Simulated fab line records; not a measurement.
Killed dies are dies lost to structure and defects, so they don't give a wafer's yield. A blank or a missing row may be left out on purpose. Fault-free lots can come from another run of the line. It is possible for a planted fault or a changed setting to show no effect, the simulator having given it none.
Matching of chambers ; flow sky130 ; SKY_FIELD_ISO_ETCH_17 on rie-si-01 has 4 sister chambers
The step etches Si in HBr/Cl2/O2, target depth 342 nm, time 97.7 s. 14 wafers are shown with their chamber, then 7 later ones without.

## WAFERS, EACH WITH ITS CHAMBER
wafer;chamber;drypump-motor-current-A (A);throttle-valve-pct (%);oes-product-au (a.u.)
L488.1;3;5.8;25.669;1.001
L488.2;2;6.2;25.655;1.000
L488.4;0;6.7;25.662;0.999
L489.2;2;6.2;25.654;0.993
L489.4;1;4.8;25.651;1.010
L489.6;3;5.8;25.664;0.990
L491.2;2;6.2;25.656;1.005
L491.5;0;6.6;25.659;0.991
L491.6;1;4.8;25.633;1.006
L493.1;1;4.8;25.643;1.019
L493.4;0;6.6;25.648;0.985
L493.5;0;6.6;25.661;1.005
L494.1;0;6.6;25.674;0.991
L494.4;1;4.8;25.647;1.015

SIGNATURES, as means of the wafers listed above
reading;chamber 0;chamber 1;chamber 2;chamber 3;scatter within a chamber
drypump-motor-current-A;6.620;4.800;6.200;5.800;0.0283
throttle-valve-pct;25.66080;25.64350;25.65500;25.66650;0.00732
oes-product-au;0.99420;1.01250;0.99933;0.99550;0.00689
Rule: a wafer lies at a distance from a chamber equal to the root of the sum of squares, over the readings, of (its reading less the chamber's mean, divided by the reading's scatter). The wafer belongs to the nearest chamber; if the next one is less than 2 further off, it can't be placed. The scatter: take each reading less its chamber's mean, square it, sum over the shown wafers, divide by the number of wafers less the number of chambers, and take the root.

## WAFERS WITHOUT THEIR CHAMBER
wafer;drypump-motor-current-A (A);throttle-valve-pct (%);oes-product-au (a.u.)
L494.6;4.8;25.632;1.006
L497.2;4.8;25.648;1.013
L497.4;5.8;25.661;1.002
L497.5;5.8;25.667;0.998
L506.3;5.8;25.673;0.987
L506.4;6.7;25.655;0.980
L506.5;6.2;25.652;0.986

## WHICH CHAMBER EACH WENT THROUGH
wafer;from the rows above;in truth
L494.6;1;1
L497.2;1;1
L497.4;3;3
L497.5;3;3
L506.3;3;3
L506.4;0;0
L506.5;2;2
Correct placement for 7 of the 7. Number that these rows cannot place: 0. 0 placed wrongly.
